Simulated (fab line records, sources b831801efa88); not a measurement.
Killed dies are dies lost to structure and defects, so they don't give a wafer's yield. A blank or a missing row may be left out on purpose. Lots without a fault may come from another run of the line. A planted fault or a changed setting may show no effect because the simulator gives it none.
Which tool did it? | flow gf180mcu | 13 lots, 39 wafers sampled, at 5 steps of a route of 602

WHAT THE GAUGES READ, wafer by wafer
GF_VT_IMPLANT_OVL_MEAS_40. Usual: VT_IMPLANT_03_OVL -1.0 nm, standard deviation 1.6.
lot  | measured     | on         | VT_IMPLANT_03_OVL (nm) | flag
L586 | day 8 01:25  | overlay-01 | 0.5 -0.7 1.2           |
L587 | day 8 08:49  | overlay-02 | -0.7 -1.7 -2.8         |
L588 | day 8 13:13  | overlay-01 | 1.9 1.9 2.5            |
L589 | day 8 22:57  | overlay-01 | -0.7 -1.5 -0.4         |
L590 | day 9 05:58  | overlay-02 | -2.1 -2.7 -1.9         |
L594 | day 10 08:01 | overlay-02 | -1.8 -2.2 -1.3         |
L595 | day 10 13:24 | overlay-02 | -3.0 -3.7 -4.6         |
L598 | day 11 08:55 | overlay-02 | 1.1 0.8 1.0            |
L599 | day 11 19:32 | overlay-02 | -1.7 -1.8 0.5          |
L600 | day 11 22:55 | overlay-01 | -2.0 -1.1 -2.1         |
L601 | day 12 07:14 | overlay-02 | -1.9 -4.2 -2.3         |
L606 | day 13 14:43 | overlay-01 | -1.3 -0.6 -2.0         |
L607 | day 14 02:58 | overlay-02 | 2.1 0.9 0.4            |

GF_VT_IMPLANT_RS_MEAS_47: measures by four-point-probe. Usual: NWELL_RS 487.7 ohm/sq, standard deviation 1.2.
lot  | measured     | on            | NWELL_RS (ohm/sq) | flag
L586 | day 8 02:03  | film_metro-03 | 487.9 487.0 487.9 |
L587 | day 8 09:27  | film_metro-03 | 486.2 489.0 488.0 |
L588 | day 8 13:50  | film_metro-01 | 486.5 485.5 486.8 |
L589 | day 8 23:35  | film_metro-04 | 488.3 489.6 487.5 |
L590 | day 9 06:35  | film_metro-04 | 489.0 489.0 490.1 |
L594 | day 10 08:38 | film_metro-04 | 486.9 487.7 487.2 |
L595 | day 10 14:03 | film_metro-03 | 485.8 486.9 487.6 |
L598 | day 11 09:33 | film_metro-04 | 490.0 489.4 490.0 |
L599 | day 11 20:10 | film_metro-04 | 487.2 487.0 487.8 |
L600 | day 11 23:33 | film_metro-03 | 486.7 487.4 488.1 |
L601 | day 12 07:52 | film_metro-04 | 487.8 489.5 488.3 |
L606 | day 13 15:27 | film_metro-04 | 488.0 487.7 487.7 |
L607 | day 14 03:34 | film_metro-03 | 488.8 488.3 488.9 |

GF_POLY_GATE_CD_MEAS_10: target cd 280 nm. Usual: cd_nm 279.8 nm, standard deviation 1.2.
lot  | measured     | on        | cd_nm (nm)        | flag
L586 | day 9 18:37  | cd_sem-01 | 277.9 279.1 278.7 |
L587 | day 10 01:35 | cd_sem-01 | 280.3 279.7 281.0 |
L588 | day 10 06:05 | cd_sem-01 | 279.5 279.0 279.6 |
L589 | day 10 15:37 | cd_sem-01 | 280.1 279.8 280.6 |
L590 | day 10 22:50 | cd_sem-01 | 278.4 278.2 279.1 |
L594 | day 12 04:59 | cd_sem-01 | 281.3 280.1 265.2 | OFF
L595 | day 12 07:38 | cd_sem-01 | 277.0 278.2 262.5 | OFF
L598 | day 13 07:31 | cd_sem-01 | 281.5 266.4 267.2 | OFF
L599 | day 13 16:30 | cd_sem-01 | 281.3 281.8 282.0 |
L600 | day 13 22:10 | cd_sem-02 | 280.0 279.8 280.4 |
L601 | day 14 06:06 | cd_sem-01 | 279.2 279.2 279.8 |
L606 | day 15 14:09 | cd_sem-02 | 277.8 278.6 279.6 |
L607 | day 16 05:18 | cd_sem-02 | 280.3 281.7 280.4 |

GF_POLY_GATE_CD_MEAS_18. Usual: cd_nm 278.4 nm, standard deviation 2.2.
lot  | measured     | on        | cd_nm (nm)        | flag
L586 | day 9 21:52  | cd_sem-02 | 277.2 275.4 278.6 |
L587 | day 10 03:19 | cd_sem-02 | 279.2 278.4 281.9 |
L588 | day 10 10:13 | cd_sem-01 | 277.3 275.8 279.7 |
L589 | day 10 17:21 | cd_sem-02 | 277.3 278.7 280.0 |
L590 | day 11 00:34 | cd_sem-02 | 277.8 279.3 279.6 |
L594 | day 12 06:43 | cd_sem-02 | 282.5 277.8 264.2 |
L595 | day 12 09:32 | cd_sem-01 | 275.9 275.2 258.6 | OFF
L598 | day 13 09:25 | cd_sem-01 | 279.7 263.9 263.6 | OFF
L599 | day 13 18:43 | cd_sem-01 | 282.2 282.8 280.8 |
L600 | day 14 00:57 | cd_sem-02 | 277.7 277.6 280.2 |
L601 | day 14 07:49 | cd_sem-02 | 280.8 276.5 279.3 |
L606 | day 15 17:21 | cd_sem-01 | 275.4 275.6 276.0 |
L607 | day 16 07:49 | cd_sem-02 | 277.9 279.6 277.2 |

WHICH TOOL RAN EACH LOT (tool, then ch and the chambers of the sampled wafers, then the start)
lot  | GF_POLY_GATE_EXPOSE_07
L586 | krf_scanner-02 ch 0, day 9 10:18
L587 | krf_scanner-02 ch 0, day 9 16:52
L588 | krf_scanner-02 ch 0, day 9 21:38
L589 | krf_scanner-02 ch 0, day 10 06:40
L590 | krf_scanner-01 ch 0, day 10 13:59
L594 | krf_scanner-02 ch 0, day 11 19:59
L595 | krf_scanner-02 ch 0, day 11 22:16
L598 | krf_scanner-02 ch 0, day 12 21:36
L599 | krf_scanner-01 ch 0, day 13 06:29
L600 | krf_scanner-01 ch 0, day 13 11:25
L601 | krf_scanner-01 ch 0, day 13 19:29
L606 | krf_scanner-01 ch 0, day 15 03:22
L607 | krf_scanner-01 ch 0, day 15 18:01
- GF_POLY_GATE_EXPOSE_07: exposes mask Poly2, target cd 280 nm.

WHAT THE TOOLS THEMSELVES READ (means of the sampled wafers that have a number; where no wafer has one, the mark that the record gives instead)
The record holds no such reading with a usual standard deviation.

THE ANSWER, worked out from the rows above alone
Rule: a lot is off if the mean of its wafers that have a number lies more than 3 standard deviations from the usual mean. A lot without any number at a reading at which 4 lots or more have one is off too. The other lots that the step has rows for count as sound. The gauges are gone through in route order, then the tools' own readings, and for those a lot's mean is taken as printed above. The first step at which some lot is off is used, and at that step the reading that is off furthest; a lot without a number counts as furthest.
Off: L594, L595, L598, at GF_POLY_GATE_CD_MEAS_10 (cd_nm).
A tool fits if, at a process step before that reading, it ran every lot that is off, and no sound lot after the first of them. The gauges at GF_POLY_GATE_CD_MEAS_10 are tried like those tools. One fits: krf_scanner-02 at GF_POLY_GATE_EXPOSE_07. Its last sound lot is L589 (day 10 06:40), its first lot that is off L594 (day 11 19:59): a fault that began between those two fits.

WHAT THE SIMULATOR HAD PUT IN
Process parameter drift: krf_scanner-02, from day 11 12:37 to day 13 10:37, at GF_POLY_GATE_EXPOSE_07. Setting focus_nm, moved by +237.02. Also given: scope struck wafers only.
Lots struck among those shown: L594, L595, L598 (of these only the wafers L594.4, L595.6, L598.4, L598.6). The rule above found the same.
